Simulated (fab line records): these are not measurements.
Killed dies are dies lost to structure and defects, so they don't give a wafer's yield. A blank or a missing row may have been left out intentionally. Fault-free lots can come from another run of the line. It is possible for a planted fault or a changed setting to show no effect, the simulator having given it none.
A struck lot beside a sound one || flow gf180mcu || 14 out of 602 route steps
Sound: the wafers L187.3, L187.4, L187.6. Wafers L190.2, L190.5, L190.6 were the ones struck. The cause is given at the end.
Each step with rows lists, per side, the tool, then ch with its chambers, then its first start. Under that, the readings that differ: sound wafers || struck wafers || difference of the means || sigmas: that difference in standard deviations of wafers without a fault.
alike: same words and numbers on both sides, and readings whose means sit less than 2 such deviations apart. not compared: any withheld reading, any reading some wafer has no value for, any bound like >300 that may hide the same value, and any number with overlapping values for which the record gives no deviation.
The two part at a step that has a row with sigmas, a row that says differs or no value, or rows on one side only. Numbers that don't overlap but have no deviation are shown without sigmas and don't part them. A reading that every wafer of one side lacks parts them only if that side has two wafers or more.

GF_M4_SPUTTER_00: material Ti, target thk 37.5 nm, time 150 s.
  struck on pvd sputter-01, day 24 22:07; sound on pvd sputter-02, day 23 20:13
  alike: cathode dc power W, throttle valve pct
GF_M4_SPUTTER_01: material TiN, target thk 30 nm, time 25 s.
  struck on pvd sputter-01, day 24 22:13; sound on pvd sputter-02, day 23 20:19
  alike: cathode dc power W, throttle valve pct
GF_M4_SPUTTER_02: material AlCu, target thk 450 nm, time 23.9 s.
  struck on pvd sputter-01, day 24 22:15; sound on pvd sputter-02, day 23 20:20
  alike: cathode dc power W, throttle valve pct
GF_M4_SPUTTER_03: material Ti, target thk 10 nm, time 6.921 s.
  struck on pvd sputter-01, day 24 22:17; sound on pvd sputter-02, day 23 20:22
  alike: cathode dc power W, throttle valve pct
GF_M4_SPUTTER_04: material TiN, target thk 50 nm, time 41.7 s.
  struck on pvd sputter-01, day 24 22:18; sound on pvd sputter-02, day 23 20:23
  alike: cathode dc power W, throttle valve pct
GF_M4_RS_MEAS_05: uses a four-point probe to measure.
  struck on film metro-02, day 24 22:22; sound on film metro-03, day 23 20:28
  alike: M4_ALCU_RS
GF_M4_THK_MEAS_06: measures by xrf.
  struck on film metro-02, day 24 22:28; sound on film metro-03, day 23 20:34
  alike: M4_ALCU_THK
then, 5 steps without rows for these wafers: GF_M4_DEHYDRATE_07 (time 60 s); GF_M4_HMDS_08 (prime time 60 s); GF_M4_COAT_09 (resist thk 1000 nm); GF_M4_SOFTBAKE_10 (time 60 s); GF_M4_EXPOSE_11 (exposes mask Metal4, target cd 280 nm).
GF_M4_PEB_12: peb time 90 s.
  struck on litho track-04, day 25 19:38; sound on litho track-01 ch 0, day 24 17:37
  no value came back on the struck wafers for chill plate temp C (C), exhaust pa (Pa), plate temp C (C); on the sound wafers chill plate temp C (C) reads 23.00 23.00 22.94
then, 1 step without rows for these wafers: GF_M4_DEVELOP_13 (develop time 60 s).

## WHERE THEY PART
Within this record, at GF_M4_PEB_12 only.

WHY: what had been put in by the simulator
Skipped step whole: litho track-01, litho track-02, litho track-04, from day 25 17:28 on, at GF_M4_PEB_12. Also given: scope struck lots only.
